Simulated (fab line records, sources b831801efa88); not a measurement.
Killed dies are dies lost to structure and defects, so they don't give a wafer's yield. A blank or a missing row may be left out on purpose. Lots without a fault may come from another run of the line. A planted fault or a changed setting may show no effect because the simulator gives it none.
Which tool did it? | flow gf180mcu | 6 lots, 18 wafers sampled, at 3 steps of a route of 602

WHAT THE GAUGES READ, wafer by wafer
GF_SAB_THK_MEAS_01.
lot  | measured     | on            | SAB_CVD_00_THK (nm)
L140 | day 14 22:44 | film_metro-02 | 49.8 50.4 49.9
L144 | day 16 09:35 | film_metro-03 | 50.2 50.5 51.2
L150 | day 18 10:08 | film_metro-02 | 48.8 50.3 49.3
L152 | day 19 06:48 | film_metro-02 | 49.5 50.2 50.6
L154 | day 20 09:29 | film_metro-01 | 49.6 49.6 50.2
L156 | day 20 20:04 | film_metro-01 | 48.8 48.8 49.5

WHICH TOOL RAN EACH LOT (tool, then ch and the chambers of the sampled wafers, then the start)
lot  | GF_DNWELL_COAT_02                | GF_DNWELL_STRIP_08
L140 | litho_track-02 ch 0, day 2 22:47 | plasma_asher-01 ch 0,1, day 3 05:08
L144 | litho_track-04 ch 0, day 3 19:21 | plasma_asher-01 ch 0,1, day 4 02:07
L150 | litho_track-03 ch 0, day 5 02:37 | plasma_asher-04 ch 0,1, day 5 10:05
L152 | litho_track-02 ch 0, day 5 13:45 | plasma_asher-03 ch 0,1, day 5 21:03
L154 | litho_track-02 ch 0, day 6 03:29 | plasma_asher-03 ch 0,1, day 6 11:31
L156 | litho_track-04 ch 0, day 6 10:40 | plasma_asher-04 ch 0, day 6 18:24
- GF_DNWELL_COAT_02: resist thk 3000 nm.
- GF_DNWELL_STRIP_08: strips in O2/N2.

THE ANSWER, worked out from the rows above alone
Rule: what is usual is taken from the lots themselves. Put in order of their means at a reading, lots are off if they are a third of the lots or fewer, leave a main group of 4 or more, and stand apart from it by a gap of 3 or more times the standard deviation of the main group's means; of several such gaps the widest counts. A main group whose means are all the same, to the digits that the tables above print for the reading, isn't used. A lot without any number at a reading at which 4 lots or more have one is off too. The other lots that the step has rows for count as sound.
No lot is off at any reading shown: from this, nothing can be told.

WHAT THE SIMULATOR HAD PUT IN
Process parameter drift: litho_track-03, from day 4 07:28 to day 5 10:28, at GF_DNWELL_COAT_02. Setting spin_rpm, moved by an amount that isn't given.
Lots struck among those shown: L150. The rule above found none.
